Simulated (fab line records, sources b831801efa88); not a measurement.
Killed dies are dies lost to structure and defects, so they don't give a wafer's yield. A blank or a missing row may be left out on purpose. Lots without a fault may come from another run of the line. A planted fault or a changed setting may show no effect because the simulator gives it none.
Problem report in the 8D (eight disciplines) form, filled by code | flow gf180mcu | the parts of the form that need people (team, actions taken, sign-off) are left out

1. THE PROBLEM
NWELL_TW at GF_NWELL_TW_MEAS_11 reads a mean of 1470 on 2 wafers of 2 lots; wafers without a fault read 1592 with a standard deviation of 9.2. That is -13 standard deviations from the usual mean.
First seen on wafer L250.4, day 6 00:19, on film_metro-02. The record holds 37 wafers of 13 lots with a number at this step. Rule for "out", or "out of limits": more than 4 standard deviations from the usual mean. The other wafers with a number count as sound.

2. WHAT IT IS AND WHAT IT IS NOT
question                    | is                           | is not
which readings at this step | NWELL_TW                     | -
which lots                  | L250, L253                   | L238, L240, L241, L243, L245, L246, L247, L248, L258, L260, L261
which wafers of those lots  | L250.4, L253.4               | L250.3, L253.3
read on which gauges        | film_metro-02, film_metro-04 | film_metro-01
when                        | from day 6 00:19             | up to then (25 sound wafers); but 10 sound wafers of L253, L258, L260, L261 came after

3. SUSPECTS, AND WHAT RULES EACH OUT
Counting: a tool at a process step up to the reading stays a suspect if it ran every lot that is out. Sound lots after the first of them don't rule it out here, since some wafers of a struck lot are sound.
- the gauge at GF_NWELL_TW_MEAS_11: ruled out. The wafers that are out were read on 2 gauges (film_metro-02, film_metro-04).
- implanter-03 at GF_NWELL_IMPLANT_08: kept. It ran every lot that is out, first L250 (day 5 23:57); its last sound lot up to then is L247 (day 5 07:04).
Left after counting: implanter-03 at GF_NWELL_IMPLANT_08.

4. THE CAUSE (what the simulator had put in)
Process parameter drift: implanter-03, from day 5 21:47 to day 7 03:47, at GF_NWELL_IMPLANT_08. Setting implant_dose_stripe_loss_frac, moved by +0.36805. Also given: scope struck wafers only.
Counting left only this tool.

5. THE CHAIN OF EFFECTS, in route order
Each row: a reading whose mean over the struck wafers that have a number lies more than 3 standard deviations from the usual. Only readings for which the record gives a usual standard deviation are gone through. hours: the time from each lot's start at the first step in this table that gives one to its start at this step, as a median over the lots. sigmas: the change in usual standard deviations.
hours | step                     | reading  | usual        | on struck wafers | change | sigmas
0     | GF_NWELL_TW_MEAS_11      | NWELL_TW | 1592         | 1470             | -122   | -13
118   | GF_VT_IMPLANT_RS_MEAS_47 | NWELL_RS | 487.2 ohm/sq | 566.2            | +79.0  | +66

6. WHAT WOULD HAVE CAUGHT IT SOONER
In this record the first reading out of limits at a measuring or inspecting step was taken at day 6 00:19, 3 hours after the fault began at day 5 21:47.
Of the tool readings at GF_NWELL_IMPLANT_08 for which the record gives a usual standard deviation, none was out on any struck wafer, so an alarm limit of 4 standard deviations on them would not have fired.
Of the lots that are out (2), L253 began GF_NWELL_IMPLANT_08 on implanter-03 after day 6 00:19. A hold on the tool at that time would have spared it.
